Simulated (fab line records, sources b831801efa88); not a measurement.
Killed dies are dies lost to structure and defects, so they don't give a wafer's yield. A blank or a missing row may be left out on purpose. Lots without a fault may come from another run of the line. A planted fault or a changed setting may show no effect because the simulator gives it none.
A struck lot beside a sound one | flow gf180mcu | 19 steps out of a route of 602
Sound: wafers L949.2, L949.5, L949.6. Struck: wafers L957.1, L957.2, L957.3. The cause comes at the end.
At each step with rows: each side's tool, then ch and its chambers, then its first start. Under that, the readings that differ: sound wafers | struck wafers | difference of the means | sigmas: that difference in standard deviations of wafers without a fault.
alike: readings whose means differ by less than 2 such deviations, and words and numbers that are the same on both sides. not compared: withheld readings, readings that some wafer has no value for, bounds like >300 that may hide the same value, and numbers for which the record gives no deviation and whose values overlap.
The two part at a step that has a row with sigmas, a row that says differs or no value, or rows on one side only. Numbers that don't overlap but have no deviation are shown without sigmas and don't part them. A reading that every wafer of one side lacks parts them only if that side has two wafers or more.

first, 2 steps without rows for these wafers: GF_DUAL_GATE_PEB_09; GF_DUAL_GATE_DEVELOP_10 (develop time 60 s).
GF_DUAL_GATE_OVL_MEAS_11:
  sound on overlay-02, day 11 18:22; struck on overlay-02, day 14 01:29
  alike: DUAL_GATE_OVL
then, 1 step without rows for these wafers: GF_DUAL_GATE_WET_ETCH_12 (etches SiO2 in dHF, target depth 13 nm, time 260 s).
GF_DUAL_GATE_STRIP_13: strips in O2/N2.
  sound on plasma_asher-02 ch 0,1, day 11 18:29; struck on plasma_asher-03 ch 0,1, day 14 01:37
  alike: drypump_motor_current_A, heater_power_w, oes_product_au, strip_time_to_endpoint_s
  not compared: rf_hours_counter_h
then, 3 steps without rows for these wafers: GF_DUAL_GATE_CLEAN_14 (cleans in SC1/SC2, time 150 s); GF_DUAL_GATE_OXIDATION_15 (stabilise 600 s, purge 300 s, target thk 7.098 nm); GF_POLY_GATE_CVD_00 (deposits poly-Si, target thk 200 nm, time 1200 s).
GF_POLY_GATE_THK_MEAS_01:
  sound on film_metro-03, day 11 21:32; struck on film_metro-02, day 14 04:39
  alike: POLY_GATE_CVD_00_THK
then, 3 steps without rows for these wafers: GF_POLY_GATE_DEHYDRATE_02 (time 60 s); GF_POLY_GATE_HMDS_03 (prime time 60 s); GF_POLY_GATE_COAT_04.
GF_POLY_GATE_COAT_05: resist thk 700 nm.
  sound on litho_track-01 ch 0, day 12 07:00; struck on litho_track-01 ch 0, day 14 14:00
  reading                                    | sound             | struck            | difference | sigmas
  model.KrF_of_POLY_GATE_COAT_05.thk_nm (nm) | 697.3 696.6 697.4 | 711.7 713.8 713.2 | +15.8      |
then, 3 steps without rows for these wafers: GF_POLY_GATE_SOFTBAKE_06 (time 60 s); GF_POLY_GATE_EXPOSE_07 (exposes mask Poly2, target cd 280 nm); GF_POLY_GATE_PEB_08 (peb time 90 s).
GF_POLY_GATE_DEVELOP_09: develop time 60 s.
  sound on litho_track-03 ch 0, day 12 17:13; struck on litho_track-01 ch 0, day 15 01:56
  reading                                    | sound             | struck            | difference | sigmas
  model.KrF_of_POLY_GATE_COAT_05.thk_nm (nm) | 682.3 681.7 682.5 | 696.8 698.9 698.2 | +15.8      |
GF_POLY_GATE_CD_MEAS_10: target cd 280 nm.
  sound on cd_sem-02, day 12 17:22; struck on cd_sem-01, day 15 02:05
  alike: cd_nm
GF_PASSIVATION_PROBE_99:
  the record has rows for the sound wafers here (prober-02, day 32 08:43) and none for the struck ones

WHERE THEY PART
Only at GF_PASSIVATION_PROBE_99, within this record.

WHY: what the simulator had put in
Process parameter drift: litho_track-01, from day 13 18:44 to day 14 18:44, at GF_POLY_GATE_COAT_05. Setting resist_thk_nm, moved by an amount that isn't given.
